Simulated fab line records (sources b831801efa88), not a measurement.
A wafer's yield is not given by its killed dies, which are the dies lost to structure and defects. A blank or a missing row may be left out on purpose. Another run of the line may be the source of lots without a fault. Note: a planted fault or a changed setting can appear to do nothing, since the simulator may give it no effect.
Which tool was responsible?    flow sky130    6 lots with 18 wafers sampled at 3 steps, on a route of 708 steps

## WHAT THE GAUGES SHOWED, per wafer
SKY_SONOS_ONO_THK_MEAS_01.
lot   measured      on            SONOS_ONO_OXIDATION_THK (nm)
L529  day 12 00:47  filmMetro-02  2.60 2.55 2.62
L532  day 13 02:10  filmMetro-01  2.68 2.66 2.67
L534  day 13 14:50  filmMetro-02  2.61 2.63 2.65
L536  day 15 06:51  filmMetro-01  2.57 2.64 2.64
L545  day 17 09:50  filmMetro-02  3.58 3.51 3.59
L549  day 18 23:16  filmMetro-02  3.47 3.46 3.42

## EACH LOT AND THE TOOL THAT RAN IT (in order: tool; ch and the chambers of the sampled wafers; start)
lot   SKY_VT_ADJUST_NCORE_STRIP_10         SKY_VT_ADJUST_HVTR_STRIP_10
L529  plasmaAsher-01 ch 0,1, day 8 23:50   plasmaAsher-04 ch 0,1, day 9 21:29
L532  plasmaAsher-04 ch 0,1, day 9 22:08   plasmaAsher-01 ch 0,1, day 10 22:05
L534  plasmaAsher-04 ch 0,1, day 10 09:47  plasmaAsher-01 ch 0,1, day 11 10:11
L536  plasmaAsher-01 ch 0,1, day 11 20:29  plasmaAsher-02 ch 0,1, day 12 20:59
L545  plasmaAsher-04 ch 0,1, day 13 17:37  plasmaAsher-02 ch 0,1, day 14 20:57
L549  plasmaAsher-01 ch 0,1, day 15 04:45  plasmaAsher-02 ch 0,1, day 16 08:38
- SKY_VT_ADJUST_NCORE_STRIP_10: strips in O2/N2.
- SKY_VT_ADJUST_HVTR_STRIP_10: strips in O2/N2.

## THE ANSWER, worked out from the rows above alone
Rule: what is usual is taken from the lots themselves. Put in order of their means at a reading, lots are off if they are a third of the lots or fewer, leave a main group of 4 or more, and stand apart from it by a gap of 3 or more times the standard deviation of the main group's means; of several such gaps the widest counts. Not used: any main group whose means are identical at the precision the tables above print for the reading. Also off: a lot with no number at a reading for which 4 or more lots have one. All remaining lots with rows at the step are treated as sound.
Off: L545, L549, at SKY_SONOS_ONO_THK_MEAS_01 (SONOS_ONO_OXIDATION_THK). The main group has a mean of 2.63 nm with a standard deviation of 0.029.
If a tool, at a process step before that reading, ran all the lots that are off and no sound lot after the first of them, it fits. The gauges at SKY_SONOS_ONO_THK_MEAS_01 are tried like those tools. Undecided on this evidence; 2 tools fit (plasmaAsher-02 at SKY_VT_ADJUST_HVTR_STRIP_10, filmMetro-02 at SKY_SONOS_ONO_THK_MEAS_01).

## WHAT THE SIMULATOR HAD INSERTED
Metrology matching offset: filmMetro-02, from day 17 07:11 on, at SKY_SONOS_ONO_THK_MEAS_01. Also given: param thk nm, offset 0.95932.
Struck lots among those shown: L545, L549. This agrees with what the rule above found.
